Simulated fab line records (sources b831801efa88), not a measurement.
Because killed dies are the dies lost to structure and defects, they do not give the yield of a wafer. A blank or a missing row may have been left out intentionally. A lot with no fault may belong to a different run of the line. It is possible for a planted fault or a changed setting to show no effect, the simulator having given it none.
Comparing a struck lot with a sound one || flow gf180mcu || 17 steps out of a route of 602
Sound: wafers L817.1, L817.3, L817.5. Wafers struck: L836.1, L836.3, L836.6. Last of all comes the cause.
For every step that has rows: the tool of each side, followed by ch and its chambers, followed by its first start. Under that, the readings that differ: sound wafers || struck wafers || difference of the means || sigmas: that difference in standard deviations of wafers without a fault.
alike: readings with means less than 2 such deviations apart, plus words and numbers identical on both sides. not compared: withheld readings, readings lacking a value on some wafer, bounds such as >300 that could conceal the same value, and numbers that have no deviation in the record and whose values overlap.
A row with sigmas, a row that says differs or no value, or rows on one side alone: a step with any of these is where the two part. Numbers that don't overlap but have no deviation are shown without sigmas and don't part them. Lack of a reading on every wafer of one side parts them only where that side has two or more wafers.

first, 4 steps without rows for these wafers: GF_M2_HMDS_08 (prime time 60 s); GF_M2_COAT_09 (resist thk 1000 nm); GF_M2_SOFTBAKE_10 (time 60 s); GF_M2_EXPOSE_11 (exposes mask Metal2, target cd 280 nm).
GF_M2_PEB_12: peb time 92.16 s.
  sound on lithoTrack-04 ch 0; struck on lithoTrack-03 ch 0
  alike: plateSensorTCentreC, plateSensorTEdgeC, resistLineTempC
then, 1 step without rows for these wafers: GF_M2_DEVELOP_13 (develop time 60 s).
GF_M2_CD_MEAS_14: the cd target is 280 nm.
  struck on cdSem-02, day 26 09:58; sound on cdSem-02, day 19 11:44
  alike: cdNm
GF_M2_OVL_MEAS_15:
  struck on overlay-02, day 26 10:05; sound on overlay-01, day 19 11:51
  alike: M2_OVL
GF_M2_METAL_ETCH_16: etches the open film in Cl2/BCl3, stops on SiO2, target depth 627.5 nm, time 104.6 s.
  sound on rieMetal-01 ch 1, day 19 11:53; struck on rieMetal-02 ch 0,1, day 26 10:07
  alike: drypumpMotorCurrentA, oesProductAu, throttleValvePct
  not compared: rfHoursCounterH
GF_M2_STRIP_17: strips in O2/N2.
  sound on plasmaAsher-04 ch 0,1, day 19 12:07; struck on plasmaAsher-02 ch 0,1, day 26 10:14
  alike: drypumpMotorCurrentA, heaterPowerW, oesProductAu, platenTempC, stripTimeToEndpointS
  not compared: rfHoursCounterH
then, 2 steps without rows for these wafers: GF_M2_STRIP_18 (strips in post etch residue remover, time 1200 s); GF_M2_CLEAN_19 (cleans in DIW).
GF_V2_CVD_00: deposits SiO2, target thk 600 nm, time 100 s.
  sound on hdpcvd-02 ch 1,2, day 19 12:41; struck on hdpcvd-01 ch 0,1,2, day 26 10:47
  no value came back on the struck wafers for pressureMtorr (mTorr), runLengthS (s), sih4FlowSccm (sccm), timeS (s); on the sound wafers pressureMtorr (mTorr) reads 6.000 5.993 5.993
GF_V2_CVD_02: deposits SiO2 from TEOS, target thk 850 nm, time 94.851 s.
  sound on pecvd-01 ch 0,1,2, day 19 12:49; struck on pecvd-04 ch 1,2, day 26 10:55
  alike: heaterPowerOuterW, heaterPowerW
GF_V2_CMP_04: polishes SiO2.
  sound on cmp-01 ch 0,2, day 19 13:00; struck on cmp-01 ch 0,1,3, day 26 11:03
  alike: motorCurrentA
GF_V2_BOW_MEAS_05:
  struck on filmMetro-01, day 26 11:21; sound on filmMetro-01, day 19 13:15
{"reading": "V2_BOW (um)", "sound": "90 110 115", "struck": "73 69 66", "difference": -36, "sigmas": -4}
then, 1 step without rows for these wafers: GF_V2_DEHYDRATE_06 (time 60 s).

## WHERE THEY PART
At GF_V2_CVD_00 first; at GF_V2_BOW_MEAS_05 last (within this record only).

WHY: the cause the simulator had injected
Whole step skipped at GF_V2_CVD_00 on hdpcvd-01, starting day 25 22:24. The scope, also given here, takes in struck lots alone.
